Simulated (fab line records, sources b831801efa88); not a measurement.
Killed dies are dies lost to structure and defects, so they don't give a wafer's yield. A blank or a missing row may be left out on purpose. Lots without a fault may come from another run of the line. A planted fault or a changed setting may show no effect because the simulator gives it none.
fab line records | flow gf180mcu | part 1 of 2: steps 1 to 29 of 40
record lots=5 wafers=15 last_day=33
route steps=602 shown M5@537 V5@540 TOP_METAL@567
lots that met no fault: from a run of the same line without faults
start_h: hours from the record's first day to the start of the lot's first wafer shown | wait_h: hours since the lot's step before | " the same as in the row above | L1.1+2: a row that stands for several wafers | - no value, or no start given | * or withheld: withheld | < > ~ a bound
route shown NAME@n: a module of which the file shows steps, and the number in the route of the first | usual: mean/standard deviation of fault-free wafers | same: alike in all rows | chamber/n: place in a boat | sites: the reading at each site | _std_site: their standard deviation | _edge_site: outer sites' mean less inner sites' | radius_mm: how far each site lies from the wafer's centre | mask NAME#n: copy n | behind: the tool/chamber that last shaped the wafer | hold: why the lot was held/for how many hours/how that ended | device: the transistor (n, p or np) that didn't switch | end of line: the same wafers' tests at the end of the route | a step without rows: its recipe alone | killed: dies lost to structure and defects at the first sort, not the wafer's yield | map: a wafer's dies, x killed, . not, _ none there
set.NAME: the setting as run; set.NAME@STEP: as run at that earlier step | model.NAME: the simulator's own value behind a step, which no gauge read
lots at some steps of the route; a table a step, a row a wafer
services: from which hour (start_h, from the record's first day; less than 0 if before it) a tool's chamber was out of use, for how many hours, and why
## steps
# step GF_M5_STRIP_11
# recipe chemistry=O2/N2 power_w=1400 pressure_mtorr=1500 platen_temp_c=250 o2_flow_sccm=3000 n2_flow_sccm=300 overash_fraction=0.5
# usual drypump_motor_current_A=5.50/0.2 heater_power_w=333/30 oes_product_au=0.524/0.0047 strip_time_to_endpoint_s=7.05/0.035
# columns lot.wafer tool chamber start_h wait_h drypump_motor_current_A heater_power_w oes_product_au rf_hours_counter_h strip_time_to_endpoint_s
L079.1 plasma_asher-04 0 650.17 0.1 5.58 305 0.529 85 7.02
L079.5 " 0 " " 5.56 306 0.524 - 7.02
L079.6 " 1 " " 5.28 377 0.519 - 7.03
L084.2 plasma_asher-04 1 690.85 0.1 5.34 376 0.527 90 7.07
L084.4 " 0 " " 5.59 304 0.530 - 7.10
L084.5 " 0 " " 5.56 313 0.517 - 7.01
L086.1 plasma_asher-04 1 702.37 0.1 5.26 375 0.522 91 7.12
L086.4 " 1 " " 5.30 373 0.523 - 7.06
L086.6 " 0 " " 5.57 310 0.521 - 7.07
L087.1 plasma_asher-03 0 704.55 0.1 5.75 337 0.519 105 7.08
L087.2 " 1 " " 5.35 316 0.521 105 7.05
L087.4 " 0 " " 5.77 334 0.529 - 7.11
L090.2 plasma_asher-03 1 724.17 0.1 5.36 311 0.523 107 7.03
L090.4 " 0 " " 5.81 337 0.532 - 7.10
L090.6 " 1 " " 5.33 326 0.516 - 7.06
# step GF_M5_STRIP_12
# recipe chemistry=post_etch_residue_remover time_s=1200 temp_c=72.5
# usual bath_heat_duty_pct=14.4/1.5
# columns lot.wafer tool chamber start_h wait_h bath_heat_duty_pct
L079.1 wet_bench-02 1 650.27 0.1 15.4
L079.5 " 1 " " 16.9
L079.6 " 1 " " 15.7
L084.2 wet_bench-01 3 690.95 0.1 13.1
L084.4 " 3 " " 14.2
L084.5 " 3 " " 12.5
L086.1 wet_bench-04 1 702.47 0.1 11.9
L086.4 " 1 " " 13.9
L086.6 " 1 " " 13.3
L087.1 wet_bench-01 0 704.65 0.1 14.0
L087.2 " 0 " " 14.3
L087.4 " 0 " " 14.1
L090.2 wet_bench-02 1 724.27 0.1 17.1
L090.4 " 1 " " 15.0
L090.6 " 1 " " 15.4
# step GF_M5_CLEAN_13
# recipe chemistry=DIW dry=n2_spin
# columns lot.wafer tool chamber start_h wait_h
L079.1+5+6 wet_bench-01 2 650.61 0.0
L084.2+4+5 wet_bench-02 0 691.29 0.0
L086.1+4+6 wet_bench-02 1 702.81 0.0
L087.1+2+4 wet_bench-02 2 705.02 0.0
L090.2+4+6 wet_bench-02 2 724.64 0.0
# step GF_V5_CVD_00
# recipe material=SiO2 target_thk_nm=300 sigma_open_frac=0.3 temp_c=400 time_s=50 sih4_flow_sccm=60 pressure_mtorr=6
# columns lot.wafer tool chamber start_h wait_h
L079.1+5+6 hdpcvd-02 0,1,2 650.71 0.0
L084.2+4+5 hdpcvd-02 0,0,2 691.39 0.0
L086.1+4+6 hdpcvd-01 0,1,2 702.91 0.0
L087.1+2+4 hdpcvd-02 0,1,1 705.12 0.0
L090.2+4+6 hdpcvd-02 2,0,1 724.74 0.0
# step GF_V5_THK_MEAS_01
# recipe reads=SiO2_of_V5_CVD_00
# usual V5_CVD_00_THK=299/3.4
# columns lot.wafer tool chamber start_h wait_h V5_CVD_00_THK[nm]
L079.1 film_metro-04 - 650.75 0.0 299
L079.5 " - " " 301
L079.6 " - " " 300
L084.2 film_metro-03 - 691.44 0.0 301
L084.4 " - " " 300
L084.5 " - " " 297
L086.1 film_metro-04 - 702.95 0.0 300
L086.4 " - " " 297
L086.6 " - " " 296
L087.1 film_metro-04 - 705.16 0.0 301
L087.2 " - " " 301
L087.4 " - " " 303
L090.2 film_metro-02 - 724.79 0.0 304
L090.4 " - " " 304
L090.6 " - " " 304
# step GF_V5_CVD_02
# recipe material=SiO2 target_thk_nm=1450 precursor=TEOS temp_c=400 time_s=163.28 rf_w=600
# usual heater_power_w=662/92
# columns lot.wafer tool chamber start_h wait_h heater_power_w
L079.1 pecvd-02 0 650.81 0.1 774
L079.5 " 2 " " 554
L079.6 " 1 " " 654
L084.2 pecvd-02 0 691.49 0.0 779
L084.4 " 2 " " 543
L084.5 " 0 " " 835
L086.1 pecvd-02 2 703.01 0.1 709
L086.4 " 0 " " 688
L086.6 " 1 " " 658
L087.1 pecvd-02 1 705.22 0.1 538
L087.2 " 0 " " 826
L087.4 " 0 " " 697
L090.2 pecvd-02 0 724.84 0.0 712
L090.4 " 0 " " 794
L090.6 " 2 " " 678
# step GF_V5_THK_MEAS_03
# recipe reads=SiO2_of_V5_CVD_02
# usual V5_CVD_02_THK=1448/19
# columns lot.wafer tool chamber start_h wait_h V5_CVD_02_THK[nm]
L079.1 film_metro-02 - 650.92 0.1 1406
L079.5 " - " " 1442
L079.6 " - " " 1448
L084.2 film_metro-02 - 691.61 0.1 1422
L084.4 " - " " 1463
L084.5 " - " " 1458
L086.1 film_metro-04 - 703.12 0.1 1449
L086.4 " - " " 1459
L086.6 " - " " 1468
L087.1 film_metro-04 - 705.33 0.1 1417
L087.2 " - " " 1416
L087.4 " - " " 1431
L090.2 film_metro-03 - 724.96 0.1 1421
L090.4 " - " " 1447
L090.6 " - " " 1450
# step GF_V5_CMP_04
# recipe material=SiO2 down_force_psi=4 platen_rpm=60 pad_velocity_m_s=0.94248
# usual motor_current_A=12.2/1.1
# columns lot.wafer tool chamber start_h wait_h motor_current_A
L079.1 cmp-02 1 651.08 0.1 12.7
L079.6 " 3 " " 12.4
L079.5 " 0 " " 11.4
L084.2 cmp-01 3 691.66 0.0 10.5
L084.4 " 0 " " 11.7
L084.5 " 0 " " 11.7
L086.1 cmp-02 3 703.18 0.1 12.9
L086.4 " 0 " " 11.5
L086.6 " 3 " " 12.9
L087.2 cmp-02 1 705.39 0.0 12.3
L087.4 " 3 " " 13.5
L087.1 " 0 " " 10.9
L090.4 cmp-01 2 725.07 0.1 13.2
L090.2 " 0 " " 12.0
L090.6 " 1 " " 12.8
# step GF_V5_BOW_MEAS_05
# recipe mode=bow
# usual V5_BOW=138/10
# columns lot.wafer tool chamber start_h wait_h V5_BOW[um]
L079.1 film_metro-04 - 651.28 0.1 134
L079.5 " - " " 136
L079.6 " - " " 135
L084.2 film_metro-02 - 691.98 0.3 145
L084.4 " - " " 144
L084.5 " - " " 127
L086.1 film_metro-04 - 703.48 0.2 135
L086.4 " - " " 145
L086.6 " - " " 147
L087.1 film_metro-03 - 705.69 0.1 135
L087.2 " - " " 144
L087.4 " - " " 142
L090.2 film_metro-04 - 725.36 0.1 135
L090.4 " - " " 139
L090.6 " - " " 132
# step GF_V5_DEHYDRATE_06
# recipe temp_c=200 time_s=60
# columns lot.wafer tool chamber start_h wait_h
L079.1+5+6 litho_track-02 0 660.24 8.9
L084.2+4+5 litho_track-04 0 699.86 7.9
L086.1+4+6 litho_track-04 0 712.03 8.5
L087.1+2+4 litho_track-01 0 714.45 8.7
L090.2+4+6 litho_track-02 0 733.66 8.3
# step GF_V5_HMDS_07
# recipe prime_time_s=60 prime_temp_c=120
# columns lot.wafer tool chamber start_h wait_h
L079.1+5+6 litho_track-02 0 660.39 0.1
L084.2+4+5 litho_track-04 0 700.01 0.1
L086.1+4+6 litho_track-04 0 712.18 0.1
L087.1+2+4 litho_track-01 0 714.60 0.1
L090.2+4+6 litho_track-02 0 733.81 0.1
# step GF_V5_COAT_08
# recipe resist=BARC temp_c=withheld time_s=withheld spin_rpm=withheld resist_thk_nm=withheld
# columns lot.wafer tool chamber start_h wait_h
L079.1+5+6 litho_track-02 0 660.54 0.1
L084.2+4+5 litho_track-04 0 700.16 0.1
L086.1+4+6 litho_track-04 0 712.33 0.1
L087.1+2+4 litho_track-01 0 714.75 0.1
L090.2+4+6 litho_track-02 0 733.96 0.1
# step GF_V5_COAT_09
# recipe resist=KrF spin_rpm=withheld resist_thk_nm=1000
# columns lot.wafer tool chamber start_h wait_h
L079.1+5+6 litho_track-02 0 - -
L084.2+4+5 litho_track-04 0 - -
L086.1+4+6 litho_track-04 0 - -
L087.1+2+4 litho_track-01 0 - -
L090.2+4+6 litho_track-02 0 - -
# step GF_V5_SOFTBAKE_10
# recipe temp_c=130 time_s=60 resist=KrF
# columns lot.wafer tool chamber start_h wait_h
L079.1+5+6 litho_track-02 0 - -
L084.2+4+5 litho_track-04 0 - -
L086.1+4+6 litho_track-04 0 - -
L087.1+2+4 litho_track-01 0 - -
L090.2+4+6 litho_track-02 0 - -
# step GF_V5_EXPOSE_11
# recipe mask_id=Via5 target_cd_nm=260 na=0.68 source_shape=conventional sigma_outer=0.6 dose_mj=38
# usual reticle_temp_C=22.99/0.12
# columns lot.wafer tool chamber start_h wait_h mask reticle_temp_C
L079.1 krf_scanner-02 0 - - Via5#0 22.91
L079.5 " 0 " " Via5#0 22.91
L079.6 " 0 " " Via5#0 23.02
L084.2 krf_scanner-02 0 - - Via5#0 22.79
L084.4 " 0 " " Via5#0 22.79
L084.5 " 0 " " Via5#0 22.73
L086.1 krf_scanner-02 0 - - Via5#0 23.00
L086.4 " 0 " " Via5#0 22.98
L086.6 " 0 " " Via5#0 23.09
L087.1 krf_scanner-01 0 - - Via5#0 23.02
L087.2 " 0 " " Via5#0 23.03
L087.4 " 0 " " Via5#0 23.10
L090.2 krf_scanner-02 0 - - Via5#0 23.07
L090.4 " 0 " " Via5#0 22.92
L090.6 " 0 " " Via5#0 23.08
# step GF_V5_PEB_12
# recipe peb_temp_c=134.3 peb_time_s=90 resist=KrF
# columns lot.wafer tool chamber start_h wait_h
L079.1+5+6 litho_track-01 0 - -
L084.2+4+5 litho_track-04 0 - -
L086.1+4+6 litho_track-02 0 - -
L087.1+2+4 litho_track-02 0 - -
L090.2+4+6 litho_track-01 0 - -
# step GF_V5_DEVELOP_13
# recipe develop_time_s=60 resist=KrF dev_temp_c=21
# columns lot.wafer tool chamber start_h wait_h
L079.1+5+6 litho_track-01 0 670.40 0.2
L084.2+4+5 litho_track-04 0 709.31 0.2
L086.1+4+6 litho_track-02 0 721.64 0.2
L087.1+2+4 litho_track-02 0 723.94 0.2
L090.2+4+6 litho_track-01 0 742.77 0.2
# step GF_V5_CD_MEAS_14
# recipe target_cd_nm=260
# usual cd_nm=259.8/1.4
# columns lot.wafer tool chamber start_h wait_h cd_nm
L079.1 cd_sem-01 - 670.55 0.1 260.1
L079.5 " - " " 259.1
L079.6 " - " " 258.6
L084.2 cd_sem-02 - 709.45 0.1 260.7
L084.4 " - " " 261.5
L084.5 " - " " 260.3
L086.1 cd_sem-02 - 721.79 0.1 257.6
L086.4 " - " " 258.4
L086.6 " - " " 258.7
L087.1 cd_sem-02 - 724.09 0.1 259.7
L087.2 " - " " 259.8
L087.4 " - " " 258.3
L090.2 cd_sem-01 - 742.92 0.1 259.8
L090.4 " - " " 258.3
L090.6 " - " " 259.5
# step GF_V5_OVL_MEAS_15
# usual V5_OVL=-3/5.2
# columns lot.wafer tool chamber start_h wait_h V5_OVL[nm]
L079.1 overlay-01 - 670.67 0.1 6
L079.5 " - " " -4
L079.6 " - " " -9
L084.2 overlay-02 - 709.56 0.1 3
L084.4 " - " " 4
L084.5 " - " " 7
L086.1 overlay-02 - 721.91 0.1 5
L086.4 " - " " -4
L086.6 " - " " -4
L087.1 overlay-02 - 724.21 0.1 -1
L087.2 " - " " -5
L087.4 " - " " -6
L090.2 overlay-02 - 743.02 0.1 -1
L090.4 " - " " 0
L090.6 " - " " 2
# step GF_V5_ETCH_16
# recipe chemistry=N2/H2 target_depth_a=withheld overetch_a=withheld time_s=withheld target=BARC ion_energy_ev=200 source_w=500 bias_w=100 pressure_mtorr=30 n2_flow_sccm=100 h2_flow_sccm=200
# usual drypump_motor_current_A=5.8/0.35 oes_product_au=0.854/0.0043 throttle_valve_pct=13.225/0.0093
# columns lot.wafer tool chamber start_h wait_h drypump_motor_current_A oes_product_au throttle_valve_pct
L079.1 rie_diel-04 0 670.71 0.0 5.4 0.863 13.232
L079.5 " 0 " " 5.4 0.854 13.231
L079.6 " 3 " " 6.0 0.857 13.212
L084.2 rie_diel-04 0 709.59 0.0 5.4 0.851 13.218
L084.4 " 1 " " 6.0 0.851 13.225
L084.5 " 0 " " 5.4 0.857 13.225
L086.1 rie_diel-04 3 721.94 0.0 6.0 0.860 13.224
L086.4 " 0 " " 5.4 0.852 13.230
L086.6 " 2 " " 5.6 0.849 13.224
L087.1 rie_diel-04 0 724.24 0.0 5.4 0.861 13.224
L087.2 " 2 " " 5.5 0.856 13.219
L087.4 " 1 " " 6.0 0.851 13.219
L090.2 rie_diel-01 3 743.05 0.0 5.3 0.858 13.205
L090.4 " 2 " " 5.7 0.858 13.231
L090.6 " 1 " " 5.2 0.861 13.237
# step GF_V5_ETCH_17
# recipe chemistry=C4F8/O2/Ar mask_material=KrF target=SiO2 stop_on=TiN source_w=1500 bias_w=1200 pressure_mtorr=40 c4f8_flow_sccm=withheld O2_flow_sccm=6 Ar_flow_sccm=300 time_s=withheld target_depth_a=8550
# usual oes_product_au=0.859/0.0047
# columns lot.wafer tool chamber start_h wait_h oes_product_au
L079.1 rie_diel-04 0 - - 0.858
L079.5 " 0 " " 0.862
L079.6 " 3 " " 0.857
L084.2 rie_diel-04 0 - - 0.862
L084.4 " 1 " " 0.866
L084.5 " 0 " " 0.857
L086.1 rie_diel-04 3 - - 0.859
L086.4 " 0 " " 0.862
L086.6 " 2 " " 0.849
L087.1 rie_diel-04 0 - - 0.860
L087.2 " 2 " " 0.858
L087.4 " 1 " " 0.852
L090.2 rie_diel-01 3 - - 0.863
L090.4 " 2 " " 0.849
L090.6 " 1 " " 0.861
# step GF_V5_STRIP_18
# recipe chemistry=O2/N2 power_w=1400 pressure_mtorr=1500 platen_temp_c=250 o2_flow_sccm=3000 n2_flow_sccm=300 overash_fraction=0.5
# usual drypump_motor_current_A=5.59/0.25 heater_power_w=327/18 oes_product_au=0.569/0.0053
# columns lot.wafer tool chamber start_h wait_h drypump_motor_current_A heater_power_w oes_product_au rf_hours_counter_h
L079.1 plasma_asher-03 1 670.86 - 5.30 317 0.571 100
L079.5 " 1 " " 5.32 314 0.581 -
L079.6 " 0 " " 5.75 332 0.568 -
L084.2 plasma_asher-03 1 709.74 - 5.32 318 0.583 106
L084.4 " 0 " " 5.75 332 0.566 -
L084.5 " 0 " " 5.77 326 0.570 -
L086.1 plasma_asher-04 0 722.10 - 5.58 313 0.565 93
L086.4 " 0 " " 5.56 302 0.571 -
L086.6 " 1 " " 5.30 382 0.579 -
L087.1 plasma_asher-02 0 724.40 - 5.64 328 0.573 32
L087.2 " 1 " " 6.04 334 0.570 32
L087.4 " 1 " " 6.04 323 0.575 -
L090.2 plasma_asher-03 1 743.21 - 5.34 321 0.568 0
L090.4 " 1 " " 5.33 322 0.574 -
L090.6 " 1 " " 5.34 320 0.575 -
# step GF_V5_STRIP_19
# recipe chemistry=post_etch_residue_remover time_s=1200 temp_c=72.5
# usual bath_heat_duty_pct=15.0/1.9
# columns lot.wafer tool chamber start_h wait_h bath_heat_duty_pct
L079.1 wet_bench-04 1 670.96 0.1 12.3
L079.5 " 1 " " 13.2
L079.6 " 1 " " 11.2
L084.2 wet_bench-02 2 709.84 0.1 14.5
L084.4 " 2 " " 13.3
L084.5 " 2 " " 14.8
L086.1 wet_bench-03 2 722.20 0.1 13.7
L086.4 " 2 " " 15.9
L086.6 " 2 " " 15.2
L087.1 wet_bench-03 3 724.50 0.1 11.6
L087.2 " 3 " " 12.2
L087.4 " 3 " " 11.8
L090.2 wet_bench-02 3 743.31 0.1 15.9
L090.4 " 3 " " 17.0
L090.6 " 3 " " 15.2
# step GF_V5_CLEAN_20
# recipe chemistry=DIW dry=n2_spin
# columns lot.wafer tool chamber start_h wait_h
L079.1+5+6 wet_bench-02 1 671.64 0.0
L084.2+4+5 wet_bench-04 3 710.21 0.0
L086.1+4+6 wet_bench-02 3 722.54 0.0
L087.1+2+4 wet_bench-02 3 724.84 0.0
L090.2+4+6 wet_bench-02 3 743.75 0.0
# step GF_V5_SPUTTER_21
# recipe material=Ti target_thk_nm=15 chamber_pressure_pa=5 power_w=2500 substrate_temp_c=200 time_s=80.02
# usual throttle_valve_pct=29.9/1.2
# columns lot.wafer tool chamber start_h wait_h throttle_valve_pct
L079.1 pvd_sputter-04 - 671.73 0.0 30.7
L079.5 " - " " 30.8
L079.6 " - " " 30.4
L084.2 pvd_sputter-04 - 710.31 0.0 31.1
L084.4 " - " " 31.0
L084.5 " - " " 29.2
L086.1 pvd_sputter-04 - 722.64 0.0 30.8
L086.4 " - " " 30.8
L086.6 " - " " 28.9
L087.1 pvd_sputter-03 - 724.94 0.0 30.7
L087.2 " - " " 30.9
L087.4 " - " " 30.6
L090.2 pvd_sputter-04 - 743.87 0.0 31.1
L090.4 " - " " 29.2
L090.6 " - " " 30.8
# step GF_V5_SPUTTER_22
# recipe material=TiN target_thk_nm=10 chamber_pressure_pa=5 power_w=4000 time_s=40
# usual throttle_valve_pct=29.8/1.2
# columns lot.wafer tool chamber start_h wait_h throttle_valve_pct
L079.1 pvd_sputter-04 - 671.79 0.0 30.3
L079.5 " - " " 30.6
L079.6 " - " " 30.7
L084.2 pvd_sputter-04 - 710.38 0.0 30.6
L084.4 " - " " 30.7
L084.5 " - " " 29.0
L086.1 pvd_sputter-04 - 722.70 0.0 30.6
L086.4 " - " " 30.5
L086.6 " - " " 29.1
L087.1 pvd_sputter-03 - 725.00 0.0 30.6
L087.2 " - " " 31.0
L087.4 " - " " 30.8
L090.2 pvd_sputter-04 - 743.93 0.0 30.6
L090.4 " - " " 29.0
L090.6 " - " " 30.7
# step GF_V5_CVD_23
# recipe material=W target_thk_nm=350 time_s=104.9 temp_c=400 pressure_torr=40
# usual heater_power_w=814/73
# columns lot.wafer tool chamber start_h wait_h heater_power_w
L079.1 cvd_w-01 1 671.83 0.0 933
L079.5 " 1 " " 918
L079.6 " 1 " " 941
L084.2 cvd_w-02 1 710.41 0.0 780
L084.4 " 0 " " 746
L084.5 " 1 " " 754
L086.1 cvd_w-02 1 722.74 0.0 764
L086.4 " 1 " " 768
L086.6 " 1 " " 772
L087.1 cvd_w-01 0 725.04 0.0 827
L087.2 " 1 " " 921
L087.4 " 1 " " 920
L090.2 cvd_w-02 0 743.97 0.0 787
L090.4 " 0 " " 777
L090.6 " 0 " " 772
# step GF_V5_RS_MEAS_24
# recipe thk_meas_gauge=four-point-probe reads=W_of_V5_CVD_23+TiN_of_V5_SPUTTER_22+Ti_of_V5_SPUTTER_21
# usual V5_W_RS=0.327/0.0051
# columns lot.wafer tool chamber start_h wait_h V5_W_RS[ohm/sq]
L079.1 film_metro-04 - 672.06 0.2 0.328
L079.5 " - " " 0.326
L079.6 " - " " 0.326
L084.2 film_metro-02 - 710.55 0.1 0.320
L084.4 " - " " 0.333
L084.5 " - " " 0.316
L086.1 film_metro-04 - 722.85 0.1 0.322
L086.4 " - " " 0.323
L086.6 " - " " 0.326
L087.1 film_metro-02 - 725.15 0.1 0.319
L087.2 " - " " 0.329
L087.4 " - " " 0.327
L090.2 film_metro-03 - 744.10 0.1 0.334
L090.4 " - " " 0.331
L090.6 " - " " 0.334
# step GF_V5_THK_MEAS_25
# recipe thk_meas_gauge=xrf reads=W_of_V5_CVD_23
# usual V5_W_THK=341/5.8
# columns lot.wafer tool chamber start_h wait_h V5_W_THK[nm]
L079.1 film_metro-04 - 672.18 0.1 336
L079.5 " - " " 337
L079.6 " - " " 339
L084.2 film_metro-02 - 710.66 0.1 346
L084.4 " - " " 333
L084.5 " - " " 350
L086.1 film_metro-04 - 722.97 0.1 345
L086.4 " - " " 343
L086.6 " - " " 340
L087.1 film_metro-02 - 725.27 0.1 346
L087.2 " - " " 335
L087.4 " - " " 337
L090.2 film_metro-03 - 744.21 0.1 337
L090.4 " - " " 342
L090.6 " - " " 338
